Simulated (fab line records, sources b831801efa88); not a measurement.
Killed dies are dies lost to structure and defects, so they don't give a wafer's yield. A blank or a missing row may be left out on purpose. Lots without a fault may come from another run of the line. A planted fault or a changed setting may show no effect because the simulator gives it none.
fab line records | flow sky130
record lots=13 wafers=39 last_day=50
route steps=708 shown GATE_OXIDE@200 POLY_GATE@235 LDD_N@251 LDD_P@266 PAD_OPEN@708
lots that met no fault: from a run of the same line without faults
start_h: hours from the record's first day to the start of the lot's first wafer shown | wait_h: hours since the lot's step before | " the same as in the row above | L1.1+2: a row that stands for several wafers | - no value, or no start given | * or withheld: withheld | < > ~ a bound
route shown NAME@n: a module of which the file shows steps, and the number in the route of the first | usual: mean/standard deviation of fault-free wafers | same: alike in all rows | chamber/n: place in a boat | sites: the reading at each site | _std_site: their standard deviation | _edge_site: outer sites' mean less inner sites' | radius_mm: how far each site lies from the wafer's centre | mask NAME#n: copy n | behind: the tool/chamber that last shaped the wafer | hold: why the lot was held/for how many hours/how that ended | device: the transistor (n, p or np) that didn't switch | end of line: the same wafers' tests at the end of the route | a step without rows: its recipe alone | killed: dies lost to structure and defects at the first sort, not the wafer's yield | map: a wafer's dies, x killed, . not, _ none there
set.NAME: the setting as run; set.NAME@STEP: as run at that earlier step | model.NAME: the simulator's own value behind a step, which no gauge read
steps of the route over a sample of lots; a table a step, a row a wafer
services: from which hour (start_h, from the record's first day; less than 0 if before it) a tool's chamber was out of use, for how many hours, and why
## steps
# step SKY_GATE_OXIDE_STRIP_13
# recipe chemistry=O2/N2 power_w=1400 pressure_mtorr=1500 platen_temp_c=withheld o2_flow_sccm=3000 n2_flow_sccm=300 overash_fraction=0.5
# usual drypump_motor_current_A=5.4/0.38 n2_flow_sccm=300.1/0.85 oes_product_au=0.715/0.0043 strip_time_to_endpoint_s=14.20/0.04
# columns lot.wafer tool chamber start_h wait_h drypump_motor_current_A n2_flow_sccm oes_product_au rf_hours_counter_h strip_time_to_endpoint_s
L756.1 plasma_asher-03 0 314.91 0.0 5.1 301.1 0.716 20 14.16
L756.4 " 1 " " 5.9 300.1 0.719 - 14.11
L756.6 " 1 " " 6.0 299.7 0.709 - 14.10
L757.3 plasma_asher-03 1 318.14 0.0 5.9 298.6 0.715 - 14.20
L757.5 " 0 " " 5.0 301.6 0.713 - 14.22
L757.6 " 1 " " 5.9 300.3 0.709 - 14.23
L758.4 plasma_asher-01 0 323.44 0.0 4.9 300.3 0.716 - 14.21
L758.5 " 1 " " 5.6 301.2 0.706 - 14.18
L758.6 " 0 " " 4.9 301.5 0.716 - 14.25
L763.1 plasma_asher-01 1 369.47 0.0 5.6 298.7 0.708 70 14.14
L763.4 " 1 " " 5.6 298.8 0.719 - 14.18
L763.5 " 0 " " 4.9 301.1 0.715 - 14.14
L765.1 plasma_asher-04 0 396.92 0.0 5.6 300.4 0.726 54 14.21
L765.3 " 0 " " 5.6 300.4 0.717 - 14.20
L765.6 " 1 " " 5.2 298.4 0.717 - 14.25
L770.2 plasma_asher-01 1 444.37 0.0 5.7 302.3 0.720 77 14.23
L770.5 " 0 " " 4.9 300.9 0.714 - 14.27
L770.6 " 1 " " 5.7 300.8 0.716 - 14.24
L771.3 plasma_asher-03 1 454.30 0.0 5.9 299.7 0.712 - 14.19
L771.4 " 0 " " 5.0 301.4 0.716 - 14.21
L771.6 " 1 " " 5.9 300.3 0.711 - 14.18
L773.4 plasma_asher-01 0 463.32 0.0 4.9 298.7 0.714 - 14.18
L773.5 " 1 " " 5.7 301.4 0.711 - 14.20
L773.6 " 0 " " 4.9 300.0 0.714 - 14.15
L774.2 plasma_asher-01 1 465.91 0.0 5.6 299.2 0.717 80 14.16
L774.5 " 1 " " 5.6 298.9 0.722 - 14.21
L774.6 " 0 " " 4.9 300.4 0.714 - 14.24
L775.1 plasma_asher-03 1 475.81 0.0 5.9 300.2 0.720 36 14.19
L775.4 " 1 " " 5.9 299.2 0.716 - 14.21
L775.5 " 1 " " 5.9 299.3 0.717 - 14.16
L776.1 plasma_asher-01 1 492.21 0.0 5.7 299.9 0.715 82 14.15
L776.3 " 1 " " 5.7 298.8 0.714 - 14.17
L776.6 " 1 " " 5.7 299.0 0.717 - 14.19
L777.1 plasma_asher-01 0 493.96 0.0 4.9 300.6 0.709 82 14.25
L777.3 " 0 " " 4.9 300.6 0.711 - 14.24
L777.5 " 1 " " 5.7 299.1 0.716 - 14.22
L779.2 plasma_asher-03 1 502.81 0.0 5.9 299.6 0.716 39 14.17
L779.3 " 0 " " 5.0 300.5 0.720 - 14.21
L779.6 " 1 " " 5.9 299.9 0.718 - 14.22
# step SKY_POLY_GATE_THK_MEAS_21
# recipe reads=SiO2_of_POLY_GATE_OXIDATION_20
# usual POLY_GATE_OXIDATION_THK=4.02/0.071
# columns lot.wafer tool chamber start_h wait_h POLY_GATE_OXIDATION_THK[nm]
L756.1 film_metro-03 - 376.21 0.0 3.98
L756.4 " - " " 3.88
L756.6 " - " " 3.91
L757.3 film_metro-03 - 380.39 0.0 3.96
L757.5 " - " " 3.97
L757.6 " - " " 3.89
L758.4 film_metro-01 - 389.34 0.0 3.94
L758.5 " - " " 3.94
L758.6 " - " " 4.09
L763.1 film_metro-03 - 437.04 0.0 3.99
L763.4 " - " " 3.95
L763.5 " - " " 3.97
L765.1 film_metro-01 - 469.49 0.1 4.05
L765.3 " - " " 4.06
L765.6 " - " " 4.03
L770.2 film_metro-01 - 511.32 0.0 4.07
L770.5 " - " " 3.97
L770.6 " - " " 4.07
L771.3 film_metro-01 - 523.38 0.0 4.03
L771.4 " - " " 3.99
L771.6 " - " " 4.03
L773.4 film_metro-01 - 534.04 0.0 4.06
L773.5 " - " " 3.96
L773.6 " - " " 4.01
L774.2 film_metro-03 - 537.38 0.0 4.02
L774.5 " - " " 4.11
L774.6 " - " " 4.13
L775.1 film_metro-04 - 543.97 0.0 3.99
L775.4 " - " " 4.05
L775.5 " - " " 4.05
L776.1 film_metro-03 - 559.37 0.0 3.95
L776.3 " - " " 4.07
L776.6 " - " " 4.00
L777.1 film_metro-04 - 564.81 0.0 3.92
L777.3 " - " " 3.88
L777.5 " - " " 3.95
L779.2 film_metro-03 - 569.72 0.0 3.99
L779.3 " - " " 3.88
L779.6 " - " " 3.86
# step SKY_LDD_N_IMPLANT_14
# recipe species=BF2 energy_kev=50 dose_cm2=5e+12 tilt_deg=30 rotation_deg=180
# usual dose_ions_cm2=5.001e+12/5.4e+09 faraday_current_uA=28.1/0.54 rotation_deg=180.00/0.043
# columns lot.wafer tool chamber start_h wait_h dose_ions_cm2 faraday_current_uA rotation_deg
L756.1 implanter-01 0 405.72 0.1 4.998e+12 28.1 179.98
L756.4 " 0 " " 4.992e+12 28.4 179.97
L756.6 " 0 " " 5.01e+12 27.4 180.03
L757.3 implanter-04 0 409.87 0.1 5.001e+12 28.0 180.01
L757.5 " 0 " " 5.005e+12 28.2 180.01
L757.6 " 0 " " 4.997e+12 28.4 179.95
L758.4 implanter-01 0 418.89 0.1 5.007e+12 27.8 179.99
L758.5 " 0 " " 5.009e+12 28.6 180.03
L758.6 " 0 " " 5.009e+12 28.6 179.98
L763.1 implanter-04 0 468.62 0.1 3.524e+12 19.8 179.97
L763.4 " 0 " " 3.528e+12 19.8 179.98
L763.5 " 0 " " 3.526e+12 19.9 180.01
L765.1 implanter-04 0 501.02 0.1 3.531e+12 20.6 180.02
L765.3 " 0 " " 3.533e+12 20.3 180.01
L765.6 " 0 " " 3.526e+12 20.4 180.02
L770.2 implanter-02 0 542.34 0.1 5.001e+12 28.5 180.02
L770.5 " 0 " " 4.998e+12 28.4 180.03
L770.6 " 0 " " 5.005e+12 28.6 179.98
L771.3 implanter-01 0 554.81 0.1 5.006e+12 28.2 180.03
L771.4 " 0 " " 5.013e+12 28.2 180.03
L771.6 " 0 " " 5.01e+12 26.9 180.04
L773.4 implanter-02 0 565.18 0.1 5.009e+12 28.1 180.00
L773.5 " 0 " " 5.002e+12 28.4 179.95
L773.6 " 0 " " 5.007e+12 27.1 180.05
L774.2 implanter-02 0 567.83 0.1 4.998e+12 27.7 179.99
L774.5 " 0 " " 4.995e+12 27.7 179.96
L774.6 " 0 " " 4.997e+12 28.0 179.97
L775.1 implanter-04 0 574.46 0.1 4.99e+12 27.0 179.99
L775.4 " 0 " " 4.996e+12 28.7 180.03
L775.5 " 0 " " 4.99e+12 28.2 180.05
L776.1 implanter-01 0 589.72 0.1 5.002e+12 28.2 179.98
L776.3 " 0 " " 4.997e+12 28.2 180.00
L776.6 " 0 " " 4.999e+12 27.2 180.03
L777.1 implanter-04 0 595.01 0.1 4.991e+12 28.8 179.97
L777.3 " 0 " " 5.001e+12 28.3 180.01
L777.5 " 0 " " 5.005e+12 28.7 179.98
L779.2 implanter-02 0 600.68 0.1 5.002e+12 28.3 180.02
L779.3 " 0 " " 5.004e+12 27.9 180.09
L779.6 " 0 " " 4.999e+12 28.9 180.00
# step SKY_LDD_P_TW_MEAS_11
# usual LDD_P_TW=624/11
# columns lot.wafer tool chamber start_h wait_h LDD_P_TW
L756.1 film_metro-03 - 435.59 0.1 629
L756.4 " - " " 627
L756.6 " - " " 626
L757.3 film_metro-02 - 439.51 0.1 619
L757.5 " - " " 616
L757.6 " - " " 618
L758.4 film_metro-02 - 448.47 0.1 616
L758.5 " - " " 613
L758.6 " - " " 615
L763.1 film_metro-02 - 499.72 0.1 612
L763.4 " - " " 613
L763.5 " - " " 615
L765.1 film_metro-04 - 531.87 0.1 646
L765.3 " - " " 640
L765.6 " - " " 641
L770.2 film_metro-02 - 572.35 0.1 621
L770.5 " - " " 621
L770.6 " - " " 619
L771.3 film_metro-02 - 584.96 0.1 614
L771.4 " - " " 614
L771.6 " - " " 616
L773.4 film_metro-03 - 595.20 0.1 629
L773.5 " - " " 627
L773.6 " - " " 630
L774.2 film_metro-03 - 598.18 0.1 629
L774.5 " - " " 628
L774.6 " - " " 627
L775.1 film_metro-02 - 605.12 0.1 616
L775.4 " - " " 615
L775.5 " - " " 612
L776.1 film_metro-04 - 619.22 0.1 639
L776.3 " - " " 642
L776.6 " - " " 638
L777.1 film_metro-02 - 624.52 0.1 610
L777.3 " - " " 610
L777.5 " - " " 611
L779.2 film_metro-02 - 630.13 0.1 611
L779.3 " - " " 608
L779.6 " - " " 611
# step SKY_PAD_OPEN_PROBE_99
# usual killed_at_M0_to_M3=43/7.2 killed_at_M4_up=3.5/2 killed_at_contacts=24/5.2 killed_at_front_end=15/4.4 killed_at_other=0.2/0.48 killed_dies=85/9.4 killed_open=46/7.3 killed_short=39/6.1
# same gross_dies=492 killed_at_back_side=0
# columns lot.wafer tool chamber start_h wait_h killed_at_M0_to_M3 killed_at_M4_up killed_at_contacts killed_at_front_end killed_at_other killed_dies killed_open killed_short
L756.1 prober-02 - 1081.22 0.1 51 4 27 12 0 94 52 42
L756.4 prober-02 - 1081.37 0.2 35 2 32 15 0 84 50 33
L756.6 prober-02 - 1081.47 0.2 46 1 22 15 0 84 42 42
L757.3 prober-01 - 1081.44 0.2 45 5 24 13 0 87 48 39
L757.5 prober-01 - 1081.54 0.2 41 4 24 27 0 96 67 29
L757.6 prober-01 - 1081.59 0.2 35 1 21 8 0 65 35 30
L758.4 prober-01 - 1097.87 0.2 47 3 30 11 0 91 46 45
L758.5 prober-01 - 1097.92 0.2 45 3 34 17 0 99 61 38
L758.6 prober-01 - 1097.97 0.2 43 7 32 13 0 95 55 38
L763.1 prober-02 - 1123.20 0.1 29 9 27 21 0 86 49 32
L763.4 prober-02 - 1123.35 0.2 41 3 28 19 0 91 51 39
L763.5 prober-02 - 1123.40 0.2 34 3 29 14 0 80 42 38
L765.1 prober-01 - 1125.65 0.1 36 2 34 17 0 89 55 34
L765.3 prober-01 - 1125.75 0.2 37 4 25 13 0 79 36 40
L765.6 prober-01 - 1125.90 0.2 42 5 32 13 1 93 49 43
L770.2 prober-01 - 1163.24 0.1 39 5 17 10 1 72 38 34
L770.5 prober-01 - 1163.39 0.2 45 2 26 16 0 89 47 42
L770.6 prober-01 - 1163.44 0.2 58 1 20 12 0 91 56 35
L771.3 prober-01 - 1166.68 0.2 36 1 25 16 1 79 43 36
L771.4 prober-01 - 1166.73 0.2 31 3 28 31 0 93 52 41
L771.6 prober-01 - 1166.83 0.2 37 2 25 21 0 85 43 42
L773.4 prober-02 - 1169.76 0.2 48 2 27 16 0 93 46 46
L773.5 prober-02 - 1169.81 0.2 33 1 31 19 0 84 56 28
L773.6 prober-02 - 1169.86 0.2 48 2 27 16 0 93 50 43
L774.2 prober-01 - 1172.40 0.1 40 7 30 9 0 86 45 40
L774.5 prober-01 - 1172.55 0.2 48 2 20 12 0 82 48 34
L774.6 prober-01 - 1172.60 0.2 32 2 16 9 0 59 28 31
L775.1 prober-02 - 1187.74 0.1 42 2 27 13 0 84 43 41
L775.4 prober-02 - 1187.89 0.2 41 2 23 15 0 81 46 35
L775.5 prober-02 - 1187.94 0.2 40 5 28 14 0 87 52 35
L777.1 prober-01 - 1189.84 0.1 45 4 21 19 0 89 48 41
L777.3 prober-01 - 1189.94 0.2 42 2 22 16 0 82 41 41
L777.5 prober-01 - 1190.04 0.2 41 2 35 14 0 92 50 42
L776.1 prober-02 - 1192.27 0.1 39 5 28 16 1 89 44 45
L776.3 prober-02 - 1192.37 0.2 51 4 27 11 0 93 57 36
L776.6 prober-02 - 1192.52 0.2 29 6 30 12 0 77 46 31
L779.2 prober-02 - 1199.09 0.1 48 6 21 22 0 97 45 52
L779.3 prober-02 - 1199.14 0.2 47 2 23 20 0 92 43 47
L779.6 prober-02 - 1199.29 0.2 50 5 20 19 0 94 45 49
# killed by level:class
L756.1 VIA1:geometric_particle:open=13 VIA3:geometric_particle:open=10 METAL1:geometric_particle:short=9 LI_CONTACT:geometric_particle:open=8 CONTACT:geometric_particle:open=8 VIA1:geometric_particle:short=7 LOCAL_INTERCONNECT:geometric_particle:short=5 VIA2:geometric_particle:open=4
L756.4 CONTACT:geometric_particle:open=12 LI_CONTACT:geometric_particle:open=8 VIA1:geometric_particle:open=8 VIA3:geometric_particle:open=8 FIELD_ISO:geometric_particle:short=5 CONTACT:geometric_particle:short=4 VIA1:geometric_particle:short=4 METAL2:geometric_particle:short=4
L757.3 CONTACT:geometric_particle:open=12 LI_CONTACT:geometric_particle:open=9 VIA1:geometric_particle:open=8 FIELD_ISO:geometric_particle:short=7 METAL1:geometric_particle:short=6 VIA2:geometric_particle:open=6 FIELD_ISO:geometric_particle:open=4 METAL2:geometric_particle:short=4
L756.6 VIA1:geometric_particle:open=13 LI_CONTACT:geometric_particle:open=8 METAL2:geometric_particle:short=7 LOCAL_INTERCONNECT:geometric_particle:short=5 METAL1:geometric_particle:short=5 VIA3:geometric_particle:open=5 FIELD_ISO:geometric_particle:short=4 VIA2:geometric_particle:open=4
L757.5 VIA1:geometric_particle:open=16 CONTACT:geometric_particle:open=11 LI_CONTACT:geometric_particle:open=10 FIELD_ISO:geometric_particle:open=9 POLY_GATE:geometric_particle:open=7 POLY_GATE:geometric_particle:short=6 VIA3:geometric_particle:open=6 FIELD_ISO:geometric_particle:short=4
L757.6 CONTACT:geometric_particle:open=7 METAL1:geometric_particle:short=7 VIA1:geometric_particle:open=7 LI_CONTACT:geometric_particle:open=6 VIA1:geometric_particle:short=6 CONTACT:geometric_particle:short=4 METAL2:geometric_particle:short=4 VIA3:geometric_particle:open=4
L758.4 CONTACT:geometric_particle:open=10 LI_CONTACT:geometric_particle:open=7 VIA1:geometric_particle:open=7 METAL2:geometric_particle:short=7 VIA2:geometric_particle:open=7 VIA3:geometric_particle:open=6 LI_CONTACT:geometric_particle:short=5 METAL1:geometric_particle:short=5
L758.5 VIA1:geometric_particle:open=16 CONTACT:geometric_particle:open=13 CONTACT:geometric_particle:short=10 LI_CONTACT:geometric_particle:open=7 VIA2:geometric_particle:open=6 VIA1:geometric_particle:short=5 FIELD_ISO:geometric_particle:open=4 METAL1:geometric_particle:short=4
L758.6 VIA2:geometric_particle:open=10 LI_CONTACT:geometric_particle:open=8 CONTACT:geometric_particle:open=7 VIA1:geometric_particle:open=7 VIA3:geometric_particle:open=6 VIA1:geometric_particle:short=5 FIELD_ISO:geometric_particle:open=4 LI_CONTACT:geometric_particle:short=4
L763.1 CONTACT:geometric_particle:open=12 VIA1:geometric_particle:open=6 METAL4:geometric_particle:short=6 FIELD_ISO:geometric_particle:open=5 FIELD_ISO:geometric_particle:short=5 LI_CONTACT:geometric_particle:open=5 METAL1:geometric_particle:short=5 METAL2:geometric_particle:short=4
L763.4 CONTACT:geometric_particle:open=14 FIELD_ISO:geometric_particle:open=7 VIA3:geometric_particle:open=7 METAL1:geometric_particle:short=6 VIA1:geometric_particle:open=6 LI_CONTACT:geometric_particle:open=5 POLY_GATE:geometric_particle:short=4 LOCAL_INTERCONNECT:geometric_particle:short=4
L763.5 CONTACT:geometric_particle:open=10 LI_CONTACT:geometric_particle:open=8 METAL1:geometric_particle:short=6 VIA3:geometric_particle:open=6 LOCAL_INTERCONNECT:geometric_particle:short=5 CONTACT:geometric_particle:short=5 FIELD_ISO:geometric_particle:open=4 FIELD_ISO:geometric_particle:short=4
L765.1 CONTACT:geometric_particle:open=15 LI_CONTACT:geometric_particle:open=11 VIA2:geometric_particle:open=9 VIA1:geometric_particle:open=8 FIELD_ISO:geometric_particle:short=7 METAL2:geometric_particle:short=5 VIA3:geometric_particle:open=4 POLY_GATE:geometric_particle:short=3
L765.3 CONTACT:geometric_particle:short=9 METAL1:geometric_particle:short=8 CONTACT:geometric_particle:open=7 VIA1:geometric_particle:open=6 VIA2:geometric_particle:open=5 FIELD_ISO:geometric_particle:short=4 LI_CONTACT:geometric_particle:short=3 POLY_GATE:geometric_particle:short=3
L765.6 CONTACT:geometric_particle:open=12 LI_CONTACT:geometric_particle:open=8 VIA2:geometric_particle:open=8 METAL1:geometric_particle:short=7 VIA1:geometric_particle:open=7 VIA1:geometric_particle:short=5 LI_CONTACT:geometric_particle:short=4 CONTACT:geometric_particle:short=4
L770.2 VIA1:geometric_particle:open=9 CONTACT:geometric_particle:open=7 LOCAL_INTERCONNECT:geometric_particle:short=6 METAL1:geometric_particle:short=5 METAL2:geometric_particle:short=5 VIA2:geometric_particle:open=5 POLY_GATE:geometric_particle:open=4 VIA3:geometric_particle:open=4
L770.5 VIA1:geometric_particle:open=9 LI_CONTACT:geometric_particle:open=8 CONTACT:geometric_particle:open=7 VIA1:geometric_particle:short=7 VIA3:geometric_particle:open=7 POLY_GATE:geometric_particle:open=5 CONTACT:geometric_particle:short=5 FIELD_ISO:geometric_particle:short=4
L770.6 VIA1:geometric_particle:open=20 VIA3:geometric_particle:open=9 CONTACT:geometric_particle:open=7 CONTACT:geometric_particle:short=6 VIA2:geometric_particle:open=6 FIELD_ISO:geometric_particle:short=5 METAL1:geometric_particle:short=5 VIA1:geometric_particle:short=4
L771.3 CONTACT:geometric_particle:open=9 VIA1:geometric_particle:open=9 CONTACT:geometric_particle:short=6 POLY_GATE:geometric_particle:short=6 METAL2:geometric_particle:short=6 LOCAL_INTERCONNECT:geometric_particle:open=4 METAL1:geometric_particle:short=4 VIA3:geometric_particle:open=4
L771.4 POLY_GATE:geometric_particle:short=9 FIELD_ISO:geometric_particle:open=8 VIA1:geometric_particle:open=8 CONTACT:geometric_particle:open=8 LOCAL_INTERCONNECT:geometric_particle:short=7 POLY_GATE:geometric_particle:open=6 VIA2:geometric_particle:open=5 LI_CONTACT:geometric_particle:short=4
L771.6 VIA2:geometric_particle:open=8 LI_CONTACT:geometric_particle:open=7 VIA1:geometric_particle:short=7 FIELD_ISO:geometric_particle:open=6 CONTACT:geometric_particle:short=6 CONTACT:geometric_particle:open=6 FIELD_ISO:geometric_particle:short=4 POLY_GATE:geometric_particle:short=4
L773.4 CONTACT:geometric_particle:open=11 VIA1:geometric_particle:open=10 VIA3:geometric_particle:open=10 FIELD_ISO:geometric_particle:short=7 CONTACT:geometric_particle:short=7 LOCAL_INTERCONNECT:geometric_particle:short=6 VIA2:geometric_particle:open=6 METAL3:geometric_particle:short=5
L773.5 CONTACT:geometric_particle:open=10 LI_CONTACT:geometric_particle:open=9 VIA3:geometric_particle:open=8 VIA1:geometric_particle:open=7 FIELD_ISO:geometric_particle:open=6 POLY_GATE:geometric_particle:short=5 CONTACT:geometric_particle:short=5 VIA2:geometric_particle:open=5
L773.6 VIA1:geometric_particle:open=13 CONTACT:geometric_particle:open=8 LI_CONTACT:geometric_particle:open=8 VIA2:geometric_particle:open=8 FIELD_ISO:geometric_particle:short=6 METAL3:geometric_particle:short=5 POLY_GATE:geometric_particle:short=4 METAL1:geometric_particle:short=4
L774.2 CONTACT:geometric_particle:open=13 VIA1:geometric_particle:open=12 LI_CONTACT:geometric_particle:open=8 METAL2:geometric_particle:short=7 CONTACT:geometric_particle:short=6 METAL1:geometric_particle:short=5 FIELD_ISO:geometric_particle:short=3 VIA1:geometric_particle:short=3
L774.5 CONTACT:geometric_particle:open=11 VIA1:geometric_particle:open=8 VIA2:geometric_particle:open=7 VIA3:geometric_particle:short=6 FIELD_ISO:geometric_particle:open=5 VIA1:geometric_particle:short=5 VIA3:geometric_particle:open=5 METAL2:geometric_particle:short=4
L774.6 CONTACT:geometric_particle:open=7 VIA2:geometric_particle:open=6 VIA1:geometric_particle:open=5 CONTACT:geometric_particle:short=4 METAL2:geometric_particle:short=4 VIA3:geometric_particle:open=4 LI_CONTACT:geometric_particle:open=3 METAL1:geometric_particle:short=3
L775.1 VIA1:geometric_particle:open=12 CONTACT:geometric_particle:open=8 METAL2:geometric_particle:short=8 LI_CONTACT:geometric_particle:open=6 LOCAL_INTERCONNECT:geometric_particle:short=6 VIA3:geometric_particle:open=5 FIELD_ISO:geometric_particle:open=4 VIA2:geometric_particle:open=4
L775.4 LI_CONTACT:geometric_particle:open=11 VIA1:geometric_particle:open=9 FIELD_ISO:geometric_particle:short=7 VIA1:geometric_particle:short=6 CONTACT:geometric_particle:open=6 VIA3:geometric_particle:open=6 VIA3:geometric_particle:short=5 METAL1:geometric_particle:short=4
L775.5 VIA1:geometric_particle:open=15 LI_CONTACT:geometric_particle:open=8 CONTACT:geometric_particle:open=8 VIA3:geometric_particle:open=5 CONTACT:geometric_particle:short=5 METAL4:geometric_particle:short=5 LOCAL_INTERCONNECT:geometric_particle:short=4 METAL2:geometric_particle:short=4
L777.1 VIA1:geometric_particle:open=11 VIA3:geometric_particle:open=8 CONTACT:geometric_particle:open=7 FIELD_ISO:geometric_particle:short=5 LI_CONTACT:geometric_particle:open=5 CONTACT:geometric_particle:short=5 VIA1:geometric_particle:short=5 VIA2:geometric_particle:short=4
L777.3 VIA1:geometric_particle:open=9 VIA3:geometric_particle:open=8 CONTACT:geometric_particle:open=7 VIA2:geometric_particle:short=7 CONTACT:geometric_particle:short=5 LI_CONTACT:geometric_particle:open=4 POLY_GATE:geometric_particle:short=4 METAL1:geometric_particle:short=4
L777.5 CONTACT:geometric_particle:open=12 METAL2:geometric_particle:short=9 LI_CONTACT:geometric_particle:open=8 VIA1:geometric_particle:open=8 VIA2:geometric_particle:open=8 CONTACT:geometric_particle:short=7 FIELD_ISO:geometric_particle:short=4 POLY_GATE:geometric_particle:open=4
L776.1 CONTACT:geometric_particle:open=10 LOCAL_INTERCONNECT:geometric_particle:short=9 VIA1:geometric_particle:open=8 VIA2:geometric_particle:open=7 POLY_GATE:geometric_particle:short=4 CONTACT:geometric_particle:short=4 METAL2:geometric_particle:short=4 VIA3:geometric_particle:open=4
L776.3 VIA1:geometric_particle:open=14 LI_CONTACT:geometric_particle:open=10 VIA3:geometric_particle:open=10 METAL1:geometric_particle:short=6 FIELD_ISO:geometric_particle:open=5 CONTACT:geometric_particle:open=5 VIA2:geometric_particle:open=5 LI_CONTACT:geometric_particle:short=4
L776.6 CONTACT:geometric_particle:open=17 VIA1:geometric_particle:open=6 LI_CONTACT:geometric_particle:open=5 METAL2:geometric_particle:short=5 LOCAL_INTERCONNECT:geometric_particle:short=4 CONTACT:geometric_particle:short=4 VIA3:geometric_particle:open=4 VIA2:geometric_particle:open=4
L779.2 CONTACT:geometric_particle:open=11 METAL1:geometric_particle:short=11 VIA1:geometric_particle:open=9 VIA2:geometric_particle:short=8 POLY_GATE:geometric_particle:short=6 FIELD_ISO:geometric_particle:open=5 LI_CONTACT:geometric_particle:open=4 METAL4:geometric_particle:short=4
L779.3 VIA1:geometric_particle:open=8 VIA1:geometric_particle:short=7 CONTACT:geometric_particle:open=7 METAL1:geometric_particle:short=7 POLY_GATE:geometric_particle:short=6 METAL2:geometric_particle:short=6 CONTACT:geometric_particle:short=5 VIA2:geometric_particle:open=5
L779.6 VIA1:geometric_particle:open=10 POLY_GATE:geometric_particle:open=8 VIA3:geometric_particle:open=7 CONTACT:geometric_particle:open=6 POLY_GATE:geometric_particle:short=5 METAL1:geometric_particle:short=5 METAL2:geometric_particle:short=5 VIA2:geometric_particle:short=5
## services
# columns tool chamber start_h hours kind
implanter-04 - 312.69 1.7 repair
plasma_asher-01 - 321.26 1.2 repair
implanter-04 - 322.90 1.5 repair
plasma_asher-01 - 325.46 14.6 pm
plasma_asher-04 - 327.01 3.4 repair
implanter-02 - 334.72 1.9 repair
implanter-04 - 385.70 3.9 repair
implanter-04 - 387.98 1.7 repair
implanter-04 - 418.89 2.5 pm
plasma_asher-03 - 444.97 2.4 repair
implanter-01 - 458.98 1.2 repair
plasma_asher-03 - 470.61 2.8 pm
plasma_asher-04 - 503.49 2.8 pm
implanter-04 - 526.60 5.0 repair
plasma_asher-01 - 556.40 12.4 pm
implanter-02 - 583.59 3.6 pm
## key
first_sign step=SKY_LDD_N_IMPLANT_14 reading=dose_ions_cm2 direction=down sigmas=99+ usual=* struck=*
effect step=SKY_LDD_N_IMPLANT_14 reading=faraday_current_uA direction=down sigmas=15 usual=28.1 struck=20.1
met_at SKY_LDD_N_IMPLANT_14
struck_lots L763,L765
tester_left_out L763,L765
not_acting_at SKY_GATE_OXIDE_STRIP_13,SKY_POLY_GATE_THK_MEAS_21,SKY_LDD_P_TW_MEAS_11
onset_between 409.87 468.62
fault kind=process_parameter_drift tool=implanter-04 chamber=- onset_h=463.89 steps=SKY_LDD_N_IMPLANT_14 channel=dose_cm2 offset=* shape=step end_h=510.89 acts_in=* stated=*
# tester_left_out: of these lots the tester's yield and bins aren't shown, on N5 and GAA mostly nor the transistor test; their killed dies are dies lost to structure and defects alone, not to doping, threshold or leakage, so they don't give the yield
